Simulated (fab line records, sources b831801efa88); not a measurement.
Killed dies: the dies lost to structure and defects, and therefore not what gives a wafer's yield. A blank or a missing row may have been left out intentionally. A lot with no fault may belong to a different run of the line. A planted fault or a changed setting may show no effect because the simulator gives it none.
fab line records    flow sfqLine
record lots=5  wafers=14  lastDay=76
route steps=325 shown M0@32 I0@43 M1@58 I1@73 M8@325
lots untouched by any fault: they come from a run of this same line in which no faults occurred
startH: the number of hours between the record's first day and the start of the first shown wafer of the lot    waitH: hours since the lot's step before    " identical to the entry in the row above    L1.1+2: a single row standing in for several wafers    - no value, or no start was given    * or withheld: withheld    < > ~ a bound
route shown NAME@n: names a module that has steps shown in the file, with the first one's number in the route    usual: average and standard deviation across the fault-free wafers    same: alike in all rows    chamber/n: place in a boat    sites: the reading at each site    _std_site: the standard deviation of these    _edge_site: inner sites' mean taken away from outer sites' mean    radiusMm: how far each site lies from the wafer's centre    mask NAME#n: copy n    behind: the last tool/chamber to shape the wafer    hold: what put the lot on hold/how long, in hours/how the hold closed    device: the n, p or np transistor that did not switch    end of line: tests run on the same wafers once the route is complete    for a step that has no rows: nothing shown but its recipe    killed: the dies lost at the first sort to structure and to defects; this is not the yield of the wafer    map: the dies of a wafer, with x for killed, . for not killed, _ for no die there
set.NAME: the run value of the setting; set.NAME@STEP: its run value at that earlier step    model.NAME: the simulator's own value behind a step, which no gauge read
lots at some steps of the route; a table a step, a row a wafer
services: when a tool's chamber went out of use (startH, in hours from the record's first day, below 0 if earlier), for how many hours, and the reason
## steps
# step SFQ_TRILAYER_M0_LITHO_COAT_026
# recipe resist=BARC  spinRpm=3000  resistThkNm=62
# step SFQ_TRILAYER_M0_LITHO_COAT_021
# recipe resist=KrF  spinRpm=3000  resistThkNm=600
# step SFQ_TRILAYER_M0_LITHO_SOFTBAKE_025
# recipe tempC=withheld  timeS=withheld  resist=KrF
# step SFQ_TRILAYER_M0_LITHO_EXPOSE_022
# recipe maskId=M0  na=0.6  sourceShape=conventional  sigmaOuter=0.65  targetCdNm=500  doseMj=14.4
# step SFQ_TRILAYER_M0_LITHO_PEB_024
# recipe pebTempC=115  pebTimeS=60  resist=KrF
# step SFQ_TRILAYER_M0_LITHO_DEVELOP_023
# recipe timeS=60  resist=KrF
# step SFQ_M0_OVL_MEAS_906
# usual M0_OVL=-3/4.8
lot.wafer  tool        chamber  startH  waitH  M0_OVL[nm]
L358.5     overlay-01  -        183.02  0.0    -4
L358.6     "           -        "       "      -5
L368.2     overlay-01  -        255.76  0.1    -1
L368.3     "           -        "       "      -5
L368.6     "           -        "       "      6
L370.1     overlay-02  -        272.45  0.1    -4
L370.2     "           -        "       "      -6
L370.4     "           -        "       "      -8
L371.4     overlay-01  -        278.42  0.1    -3
L371.5     "           -        "       "      -5
L371.6     "           -        "       "      4
L372.3     overlay-01  -        283.22  0.1    -3
L372.4     "           -        "       "      5
L372.6     "           -        "       "      3
# step SFQ_TRILAYER_M0_BARC_OPEN_METAL_ETCH_031
# recipe maskMaterial=PR  chemistry=O2  targetDepthNm=125  target=BARC  icpW=600  biasW=80  pressureMtorr=10  timeS=41.7
# step SFQ_TRILAYER_M0_ETCH_METAL_ETCH_024
# recipe target=Nb  stopOn=SiO2  maskMaterial=PR  chemistry=Cl2/Ar  targetDepthNm=240  icpW=600  biasW=80  pressureMtorr=10  timeS=120
# step SFQ_TRILAYER_M0_STRIP_STRIP_025
# recipe gas=O2  powerW=200  platenTempC=40  overashFraction=0.65  chemistry=O2  pressureMtorr=50
# usual drypumpMotorCurrentA=5.7/0.42  oesProductAu=1.002/0.012  platenTempC=40.00/0.1
lot.wafer  tool         chamber  startH  waitH  drypumpMotorCurrentA  oesProductAu  platenTempC  rfHoursCounterH
L358.5     rieMetal-01  0        183.62  0.4    5.0                   1.013         39.95        -
L358.6     "            1        "       "      5.9                   1.016         39.92        -
L368.2     rieMetal-01  1        255.97  0.1    5.8                   1.001         39.96        23
L368.3     "            0        "       "      5.0                   1.008         39.98        -
L368.6     "            0        "       "      5.0                   1.009         40.21        -
L370.1     rieMetal-01  1        272.67  0.1    5.8                   0.992         39.87        25
L370.2     "            0        "       "      5.0                   1.003         39.91        43
L370.4     "            1        "       "      5.8                   0.999         40.01        -
L371.4     rieMetal-01  0        278.83  0.2    5.0                   1.016         40.18        -
L371.5     "            0        "       "      5.0                   1.013         40.12        -
L371.6     "            1        "       "      5.9                   0.985         40.20        -
L372.3     rieMetal-02  1        283.63  0.2    5.6                   0.984         40.13        -
L372.4     "            0        "       "      6.3                   0.999         39.87        -
L372.6     "            1        "       "      5.6                   0.991         39.97        -
# step SFQ_TRILAYER_M0_STRIP_SOLV_CLEAN_026
# recipe chemistry=NMP  tempC=70  timeS=600
# step SFQ_TRILAYER_I0_DEP_PECVD_027
# recipe material=SiO2  tempC=150  timeS=111.11  pressureTorr=2.4  rfW=183.3  precursor=SiH4/N2O  targetThkNm=500
# step SFQ_TRILAYER_I0_CMP_CMP_028
# recipe material=SiO2  downForcePsi=3  platenRpm=60  padVelocityMS=0.94248
# usual motorCurrentA=9.8/0.74  slurryFilterDpKPa=13.49/0.13  timeToEndpointS=216/8.2
lot.wafer  tool    chamber  startH  waitH  motorCurrentA  slurryFilterDpKPa  timeToEndpointS  model.SiO2_of_TRILAYER_I0_DEP_PECVD_027.thkNm
L358.6     cmp-02  1        186.07  2.0    9.0            13.39              212              199.2
L358.5     "       2        "       "      10.6           13.39              193              251.4
L368.3     cmp-02  3        266.34  9.6    11.4           13.56              214              200.3
L368.2     "       2        267.84  11.1   10.5           13.33              210              200.6
L368.6     "       3        "       "      10.4           13.60              217              199.3
L370.2     cmp-01  3        279.13  5.6    9.2            13.43              209              199.4
L370.1     "       0        "       "      9.5            13.49              210              202.3
L370.4     "       1        "       "      9.4            13.53              203              198
L371.4     cmp-01  1        285.13  5.7    9.5            13.48              218              199.1
L371.5     "       0        286.63  7.2    9.5            13.49              228              201.3
L371.6     "       1        "       "      9.5            13.47              203              197.8
L372.3     cmp-02  2        292.82  8.6    10.0           13.43              215              200.2
L372.4     "       3        "       "      11.4           13.52              218              198.8
L372.6     "       0        "       "      9.8            13.43              220              199.1
# step SFQ_I0_BOW_MEAS_907
# recipe mode=bow
# usual I0_BOW=0/7.3
lot.wafer  tool          chamber  startH  waitH  I0_BOW[um]
L358.5     filmMetro-01  -        187.15  0.1    3
L358.6     "             -        "       "      -1
L368.2     filmMetro-01  -        269.36  1.0    1
L368.3     "             -        "       "      -8
L368.6     "             -        "       "      -12
L370.1     filmMetro-02  -        281.63  1.5    4
L370.2     "             -        "       "      -9
L370.4     "             -        "       "      -5
L371.4     filmMetro-01  -        287.69  2.1    -11
L371.5     "             -        "       "      -14
L371.6     "             -        "       "      -4
L372.3     filmMetro-02  -        294.86  1.5    7
L372.4     "             -        "       "      4
L372.6     "             -        "       "      7
# step SFQ_TRILAYER_I0_METRO_MEASURE_029
# usual thkNm=200.2/1.4
lot.wafer  tool          chamber  startH  waitH  thkNm
L358.5     filmMetro-01  -        187.99  0.8    251.4
L358.6     "             -        "       "      199.1
L368.2     filmMetro-01  -        269.66  0.3    200.5
L368.3     "             -        "       "      200.2
L368.6     "             -        "       "      199.3
L370.1     filmMetro-02  -        281.75  0.1    202.3
L370.2     "             -        "       "      199.5
L370.4     "             -        "       "      197.8
L371.4     filmMetro-01  -        288.35  0.6    199.0
L371.5     "             -        "       "      201.3
L371.6     "             -        "       "      197.7
L372.3     filmMetro-02  -        295.34  0.5    200.2
L372.4     "             -        "       "      199.0
L372.6     "             -        "       "      199.0
# step SFQ_TRILAYER_I0_VIA_LITHO_COAT_036
# recipe resist=BARC  spinRpm=3000  resistThkNm=62
# step SFQ_TRILAYER_I0_VIA_LITHO_COAT_031
# recipe resist=KrF  spinRpm=3000  resistThkNm=650
# step SFQ_TRILAYER_I0_VIA_LITHO_SOFTBAKE_035
# recipe tempC=withheld  timeS=withheld  resist=KrF
# step SFQ_TRILAYER_I0_VIA_LITHO_EXPOSE_032
# recipe maskId=I0  na=0.6  sourceShape=conventional  sigmaOuter=0.65  targetCdNm=500  doseMj=21.3
# step SFQ_TRILAYER_I0_VIA_LITHO_PEB_034
# recipe pebTempC=115  pebTimeS=60  resist=KrF
# step SFQ_TRILAYER_I0_VIA_LITHO_DEVELOP_033
# recipe timeS=60  resist=KrF
# step SFQ_I0_OVL_MEAS_908
# usual I0_OVL=-1/5.3
lot.wafer  tool        chamber  startH  waitH  I0_OVL[nm]
L358.5     overlay-01  -        248.57  0.0    -5
L358.6     "           -        "       "      -9
L368.2     overlay-02  -        336.01  0.1    -4
L368.3     "           -        "       "      -5
L368.6     "           -        "       "      -9
L370.1     overlay-01  -        346.81  0.1    2
L370.2     "           -        "       "      7
L370.4     "           -        "       "      7
L371.4     overlay-01  -        351.62  0.1    -16
L371.5     "           -        "       "      -4
L371.6     "           -        "       "      -9
L372.3     overlay-01  -        358.82  0.1    -2
L372.4     "           -        "       "      -2
L372.6     "           -        "       "      -2
# step SFQ_TRILAYER_I0_VIA_BARC_OPEN_VIA_ETCH_046
# recipe maskMaterial=PR  chemistry=O2  targetDepthNm=125  target=BARC  sourceW=500  biasW=80  pressureMtorr=30  timeS=41.7
# usual drypumpMotorCurrentA=5.7/0.42  oesProductAu=0.685/0.0042
# same timeS=41.7
lot.wafer  tool        chamber  startH  waitH  drypumpMotorCurrentA  oesProductAu  rfHoursCounterH
L358.5     rieDiel-04  2        248.61  0.0    5.9                   0.683         -
L358.6     "           3        "       "      5.8                   0.685         -
L368.2     rieDiel-01  0        336.04  0.0    4.8                   0.694         122
L368.3     "           1        "       "      5.8                   0.686         57
L368.6     "           1        "       "      5.8                   0.677         -
L370.1     rieDiel-02  3        346.84  0.0    5.8                   0.681         0
L370.2     "           0        "       "      6.0                   0.682         33
L370.4     "           1        "       "      6.1                   0.683         2
L371.4     rieDiel-01  1        351.64  0.0    5.9                   0.680         57
L371.5     "           3        "       "      5.7                   0.686         -
L371.6     "           2        "       "      6.1                   0.680         -
L372.3     rieDiel-01  0        358.84  0.0    4.8                   0.685         122
L372.4     "           2        "       "      6.1                   0.689         103
L372.6     "           2        "       "      6.1                   0.685         -
# step SFQ_TRILAYER_I0_VIA_ETCH_VIA_ETCH_034
# recipe target=SiO2  stopOn=Nb  maskMaterial=PR  taperDeg=20  chemistry=CHF3  targetDepthNm=260  sourceW=500  biasW=80  pressureMtorr=30  timeS=withheld
# usual drypumpMotorCurrentA=5.7/0.42  oesProductAu=0.855/0.0053
lot.wafer  tool        chamber  startH  waitH  drypumpMotorCurrentA  oesProductAu  model.I0.featureDepthNm  model.etch.depthNm
L358.5     rieDiel-04  2        248.68  0.1    5.9                   0.971         251.4                    251.4
L358.6     "           3        "       "      5.8                   0.855         199.2                    199.2
L368.2     rieDiel-01  0        336.08  0.0    4.8                   0.857         200.6                    200.6
L368.3     "           1        "       "      5.8                   0.858         200.3                    200.3
L368.6     "           1        "       "      5.8                   0.857         199.3                    199.3
L370.1     rieDiel-02  3        346.88  0.0    5.8                   0.857         202.3                    202.3
L370.2     "           0        "       "      6.0                   0.851         199.4                    199.4
L370.4     "           1        "       "      6.1                   0.855         198                      198
L371.4     rieDiel-01  1        351.68  0.0    5.8                   0.858         199.1                    199.1
L371.5     "           3        "       "      5.8                   0.866         201.3                    201.3
L371.6     "           2        "       "      6.1                   0.853         197.8                    197.8
L372.3     rieDiel-01  0        358.88  0.0    4.8                   0.853         200.2                    200.2
L372.4     "           2        "       "      6.1                   0.854         198.8                    198.8
L372.6     "           2        "       "      6.1                   0.852         199.1                    199.1
# step SFQ_TRILAYER_I0_VIA_STRIP_STRIP_035
# recipe gas=O2  powerW=200  platenTempC=40  overashFraction=0.65  chemistry=O2  pressureMtorr=50
# step SFQ_TRILAYER_I0_VIA_STRIP_SOLV_CLEAN_036
# recipe chemistry=NMP  tempC=70  timeS=600
# step SFQ_TRILAYER_M1_DEP_PRE_CLEAN_038
# recipe gas=Ar  timeS=22.5  biasV=250
# usual biasV=249.8/2.4
# same timeS=22.5
lot.wafer  tool           chamber  startH  waitH  biasV  model.SiO2_of_TRILAYER_I0_DEP_PECVD_027.thkNm
L358.5     pvdSputter-04  -        249.53  0.0    247.3  243.9
L358.6     "              -        "       "      251.0  191.7
L368.2     pvdSputter-04  -        337.14  0.0    248.4  193.1
L368.3     "              -        "       "      246.8  192.8
L368.6     "              -        "       "      249.1  191.8
L370.1     pvdSputter-04  -        347.77  0.0    247.2  194.8
L370.2     "              -        "       "      249.7  191.9
L370.4     "              -        "       "      245.6  190.5
L371.4     pvdSputter-06  -        352.57  0.0    251.4  191.6
L371.5     "              -        "       "      246.0  193.8
L371.6     "              -        "       "      250.0  190.3
L372.3     pvdSputter-06  -        359.77  0.0    252.4  192.7
L372.4     "              -        "       "      247.6  191.3
L372.6     "              -        "       "      250.7  191.6
# step SFQ_TRILAYER_M1_DEP_SPUTTER_037
# recipe material=Nb  basePressurePa=1.33e-06  chamberPressurePa=0.1333  substrateTempC=20  resputterCathodeVoltageV=400  targetThkNm=200  powerW=2000  timeS=133.3
# usual cathodeDcPowerW=2000.0/0.4  throttleValvePct=29.9/0.86
# same timeS=133.3
lot.wafer  tool           chamber  startH  waitH  cathodeDcPowerW  throttleValvePct
L358.5     pvdSputter-04  -        249.59  0.0    2000.4           29.6
L358.6     "              -        "       "      2000.2           29.1
L368.2     pvdSputter-04  -        337.17  0.0    1999.9           31.6
L368.3     "              -        "       "      2000.2           29.5
L368.6     "              -        "       "      1999.8           29.2
L370.1     pvdSputter-04  -        347.80  0.0    2000.1           31.9
L370.2     "              -        "       "      1999.5           29.5
L370.4     "              -        "       "      1999.8           29.3
L371.4     pvdSputter-06  -        352.60  0.0    2000.6           31.0
L371.5     "              -        "       "      2000.8           29.2
L371.6     "              -        "       "      2000.4           30.6
L372.3     pvdSputter-06  -        359.80  0.0    1999.8           30.4
L372.4     "              -        "       "      2000.5           29.2
L372.6     "              -        "       "      1999.8           29.4
# step SFQ_M1_RS_MEAS_909
# recipe thkMeasGauge=four-point-probe  reads=Nb_of_TRILAYER_M1_DEP_SPUTTER_037
# usual M1_NB_RS=0.892/0.012
lot.wafer  tool          chamber  startH  waitH  M1_NB_RS[ohm/sq]
L358.5     filmMetro-01  -        249.71  0.1    0.899
L358.6     "             -        "       "      0.891
L368.2     filmMetro-03  -        337.28  0.1    0.895
L368.3     "             -        "       "      0.885
L368.6     "             -        "       "      0.895
L370.1     filmMetro-01  -        347.89  0.0    0.908
L370.2     "             -        "       "      0.904
L370.4     "             -        "       "      0.909
L371.4     filmMetro-01  -        352.75  0.1    0.901
L371.5     "             -        "       "      0.887
L371.6     "             -        "       "      0.868
L372.3     filmMetro-02  -        359.93  0.1    0.878
L372.4     "             -        "       "      0.890
L372.6     "             -        "       "      0.888
# step SFQ_TRILAYER_M1_LITHO_COAT_044
# recipe resist=BARC  spinRpm=3000  resistThkNm=62
# step SFQ_TRILAYER_M1_LITHO_COAT_039
# recipe resist=KrF  spinRpm=3000  resistThkNm=600
# step SFQ_TRILAYER_M1_LITHO_SOFTBAKE_043
# recipe tempC=withheld  timeS=withheld  resist=KrF
# step SFQ_TRILAYER_M1_LITHO_EXPOSE_040
# recipe maskId=M1  na=0.6  sourceShape=conventional  sigmaOuter=0.65  targetCdNm=500  doseMj=14.4
# step SFQ_TRILAYER_M1_LITHO_PEB_042
# recipe pebTempC=115  pebTimeS=60  resist=KrF
# step SFQ_TRILAYER_M1_LITHO_DEVELOP_041
# recipe timeS=60  resist=KrF
# step SFQ_M1_OVL_MEAS_911
# usual M1_OVL=-2/6
lot.wafer  tool        chamber  startH  waitH  M1_OVL[nm]
L358.5     overlay-02  -        315.63  0.0    -1
L358.6     "           -        "       "      2
L368.2     overlay-02  -        400.81  0.1    13
L368.3     "           -        "       "      10
L368.6     "           -        "       "      14
L370.1     overlay-02  -        414.76  0.1    -5
L370.2     "           -        "       "      -2
L370.4     "           -        "       "      1
L371.4     overlay-01  -        418.37  0.1    -7
L371.5     "           -        "       "      -3
L371.6     "           -        "       "      -7
L372.3     overlay-01  -        425.57  0.1    -1
L372.4     "           -        "       "      -5
L372.6     "           -        "       "      -3
# step SFQ_TRILAYER_M1_BARC_OPEN_METAL_ETCH_054
# recipe maskMaterial=PR  chemistry=O2  targetDepthNm=125  target=BARC  icpW=600  biasW=80  pressureMtorr=10  timeS=41.7
# step SFQ_TRILAYER_M1_ETCH_METAL_ETCH_042
# recipe target=Nb  stopOn=SiO2  maskMaterial=PR  chemistry=Cl2/Ar  targetDepthNm=240  icpW=600  biasW=80  pressureMtorr=10  timeS=120
# usual drypumpMotorCurrentA=5.8/0.38  oesProductAu=0.893/0.0078
# same timeS=120
lot.wafer  tool         chamber  startH  waitH  drypumpMotorCurrentA  oesProductAu  rfHoursCounterH
L358.5     rieMetal-02  1        315.79  0.1    5.6                   0.895         -
L358.6     "            0        "       "      6.3                   0.889         -
L368.2     rieMetal-03  1        400.90  0.0    5.3                   0.890         145
L368.3     "            1        "       "      5.4                   0.902         -
L368.6     "            0        "       "      5.1                   0.894         -
L370.1     rieMetal-04  0        414.85  0.0    6.0                   0.879         180
L370.2     "            1        "       "      5.9                   0.883         119
L370.4     "            0        "       "      6.0                   0.882         -
L371.4     rieMetal-02  1        418.49  0.1    5.6                   0.887         -
L371.5     "            0        "       "      6.3                   0.894         -
L371.6     "            1        "       "      5.6                   0.909         -
L372.3     rieMetal-02  0        425.69  0.1    6.3                   0.896         -
L372.4     "            1        "       "      5.6                   0.896         -
L372.6     "            1        "       "      5.6                   0.895         -
# step SFQ_TRILAYER_M1_STRIP_STRIP_043
# recipe gas=O2  powerW=200  platenTempC=40  overashFraction=0.65  chemistry=O2  pressureMtorr=50
# usual drypumpMotorCurrentA=5.8/0.38  oesProductAu=1.003/0.012  platenTempC=40.00/0.11
lot.wafer  tool         chamber  startH  waitH  drypumpMotorCurrentA  oesProductAu  platenTempC  rfHoursCounterH
L358.5     rieMetal-02  1        316.23  0.4    5.6                   0.996         40.06        -
L358.6     "            0        "       "      6.3                   0.996         39.96        -
L368.2     rieMetal-03  1        401.03  0.1    5.3                   0.995         40.13        145
L368.3     "            1        "       "      5.3                   0.997         40.06        -
L368.6     "            0        "       "      5.1                   1.028         40.00        -
L370.1     rieMetal-04  0        414.98  0.1    6.0                   1.016         40.00        180
L370.2     "            1        "       "      5.8                   0.997         39.90        119
L370.4     "            0        "       "      6.0                   1.006         39.92        -
L371.4     rieMetal-02  1        418.78  0.2    5.6                   0.994         39.98        -
L371.5     "            0        "       "      6.4                   1.008         39.87        -
L371.6     "            1        "       "      5.6                   1.002         39.99        -
L372.3     rieMetal-02  0        425.98  0.2    6.4                   0.997         39.71        -
L372.4     "            1        "       "      5.6                   0.999         40.17        -
L372.6     "            1        "       "      5.6                   0.997         40.12        -
# step SFQ_TRILAYER_M1_STRIP_SOLV_CLEAN_044
# recipe chemistry=NMP  tempC=70  timeS=600
# step SFQ_TRILAYER_I1_DEP_PECVD_045
# recipe material=SiO2  tempC=150  timeS=111.11  pressureTorr=2.4  rfW=183.3  precursor=SiH4/N2O  targetThkNm=500
# step SFQ_M8_BOW_MEAS_951
# recipe mode=bow
# usual M8_BOW=5/12
lot.wafer  tool          chamber  startH   waitH  M8_BOW[um]  model.etest.i0.linkOhm
L358.5     filmMetro-01  -        1694.24  0.1    10          2.02
L358.6     "             -        "        "      5           1.969
L368.2     filmMetro-02  -        1747.50  0.0    1           1.983
L368.3     "             -        "        "      -9          1.984
L368.6     "             -        "        "      -13         1.976
L370.1     filmMetro-04  -        1753.51  0.0    4           2.028
L370.2     "             -        "        "      -10         2.002
L370.4     "             -        "        "      -6          1.996
L371.4     filmMetro-01  -        1820.20  0.1    6           1.974
L371.5     "             -        "        "      4           1.952
L371.6     "             -        "        "      13          1.938
L372.3     filmMetro-04  -        1829.91  0.0    19          1.952
L372.4     "             -        "        "      18          1.971
L372.6     "             -        "        "      18          1.957
## services
tool           chamber  startH  hours  kind
pvdSputter-04  -        175.06  6.8    repair
rieDiel-01     1        177.23  4.8    repair
pvdSputter-06  -        178.98  8.8    repair
pvdSputter-06  -        184.28  2.7    repair
filmMetro-01   -        213.11  0.3    pm
filmMetro-01   -        223.58  1.2    pm
rieMetal-02    -        231.02  1.4    pm
rieMetal-01    -        249.43  1.4    repair
pvdSputter-06  -        267.53  1.5    repair
rieMetal-02    1        271.23  4.4    repair
rieDiel-01     3        278.63  8.8    repair
rieMetal-01    -        298.66  1.4    pm
pvdSputter-06  -        306.56  7.0    repair
pvdSputter-04  -        314.72  3.4    repair
rieMetal-02    -        333.19  28.1   pm
pvdSputter-04  -        355.20  6.6    repair
rieMetal-01    0        368.78  20.3   repair
rieMetal-01    -        374.90  0.7    repair
rieMetal-02    -        384.15  3.0    repair
rieDiel-01     3        384.32  9.5    repair
rieDiel-01     3        409.49  12.7   repair
pvdSputter-06  -        412.21  0.8    repair
rieDiel-01     1        421.99  2.0    repair
pvdSputter-04  -        424.17  4.3    repair
## key
firstSign step=SFQ_TRILAYER_I0_METRO_MEASURE_029  reading=thkNm  direction=up  sigmas=37  usual=200.2  struck=251.4
effect step=SFQ_TRILAYER_I0_VIA_ETCH_VIA_ETCH_034  reading=oesProductAu  direction=up  sigmas=22  usual=0.855  struck=0.971
modelEffect step=SFQ_TRILAYER_I0_CMP_CMP_028  value=SiO2_of_TRILAYER_I0_DEP_PECVD_027.thkNm  without=201.4  struck=251.4
modelEffect step=SFQ_TRILAYER_I0_VIA_ETCH_VIA_ETCH_034  value=I0.featureDepthNm  without=201.4  struck=251.4
modelEffect step=SFQ_TRILAYER_M1_DEP_PRE_CLEAN_038  value=SiO2_of_TRILAYER_I0_DEP_PECVD_027.thkNm  without=193.9  struck=243.9
modelEffect step=SFQ_M8_BOW_MEAS_951  value=etest.i0.linkOhm  without=1.973  struck=2.02
metAt SFQ_TRILAYER_I0_CMP_CMP_028
struckWafers L358.5
fault kind=processParameterDrift  tool=cmp-02  chamber=-  onsetH=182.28  steps=SFQ_TRILAYER_I0_CMP_CMP_028  channel=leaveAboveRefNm  offset=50  shape=step  endH=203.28  scope=struckWafersOnly  actsIn=theseRecipesOnly  stated=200
